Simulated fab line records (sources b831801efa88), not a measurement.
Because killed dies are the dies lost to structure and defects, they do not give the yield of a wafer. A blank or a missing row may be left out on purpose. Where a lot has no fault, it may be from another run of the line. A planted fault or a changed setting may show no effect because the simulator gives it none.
Struck lot and sound lot, side by side ; flow gf180mcu ; 14 out of 602 route steps
Sound: wafers L423.2, L423.4, L423.5. Wafers struck: L431.3, L431.4, L431.6. Last of all comes the cause.
Per side, at each step with rows, come the tool, then ch with its chambers, and then its first start. Under that, the readings that differ: sound wafers ; struck wafers ; difference of the means ; sigmas: that difference in standard deviations of wafers without a fault.
alike: a reading whose means differ by less than 2 such deviations, as well as words and numbers matching on both sides. not compared: withheld readings; readings where some wafer has no value; bounds like >300 that might hide an equal value; numbers whose values overlap and for which the record gives no deviation.
The two part at a step that has a row with sigmas, a row that says differs or no value, or rows on one side only. Non-overlapping numbers with no deviation appear without sigmas and do not part them. A reading missing from all wafers of one side parts the sides only when that side holds two or more wafers.

GF_HV_LDD_CD_MEAS_31: target cd 400 nm.
  sound on cd-sem-02 at day 13 11:46; struck on cd-sem-01 at day 16 05:34
  alike: cd-nm
GF_HV_LDD_OVL_MEAS_32:
  sound on overlay-02 at day 13 11:52; struck on overlay-02 at day 16 05:39
  alike: HV_LDD_02_OVL
then, 4 steps without rows for these wafers: GF_HV_LDD_IMPLANT_33; GF_HV_LDD_IMPLANT_34; GF_HV_LDD_IMPLANT_35; GF_HV_LDD_IMPLANT_36.
GF_HV_LDD_STRIP_37: strips in O2/N2.
  sound on plasma-asher-04 ch 0, day 13 12:30; struck on plasma-asher-03 ch 0,1, day 16 06:19
reading;sound;struck;difference;sigmas
drypump-motor-current-A (A);5.2 5.2 5.2;6.8 5.9 6.8;+1.3;+2
  alike: heater-power-w, oes-product-au, strip-time-to-endpoint-s
  not compared: rf-hours-counter-h
GF_HV_LDD_TW_MEAS_38:
  sound on film-metro-02 at day 13 12:37; struck on film-metro-03 at day 16 06:24
  alike: HV_LDD_3_TW
then, 4 steps without rows for these wafers: GF_HV_LDD_DEHYDRATE_39 (time 60 s); GF_HV_LDD_HMDS_40 (prime time 60 s); GF_HV_LDD_COAT_41 (resist thk 1000 nm); GF_HV_LDD_SOFTBAKE_42 (time 60 s).
GF_HV_LDD_EXPOSE_43: exposes mask Pplus HV AREA, target cd 400 nm.
  struck on iline-stepper-01, day 16 17:57; sound on iline-stepper-02 ch 0, day 13 22:56
  no value came back on the struck wafers for exposure-dose-mJ-cm2, focus-offset-nm (nm), reticle-temp-C (C); on the sound wafers exposure-dose-mJ-cm2 reads 139.98 139.90 140.00
reading;sound;struck;difference;sigmas
model.HV_LDD.overlay-x-nm (nm);1.099 1.099 1.099;0.3226 0.3226 0.3226;-0.7764;
  alike: mask
after that, 1 step had no rows for these wafers: GF_HV_LDD_PEB_44.

## WHERE THEY PART
At GF_HV_LDD_STRIP_37 first; at GF_HV_LDD_EXPOSE_43 last (within this record only).

WHY: what had been put in by the simulator
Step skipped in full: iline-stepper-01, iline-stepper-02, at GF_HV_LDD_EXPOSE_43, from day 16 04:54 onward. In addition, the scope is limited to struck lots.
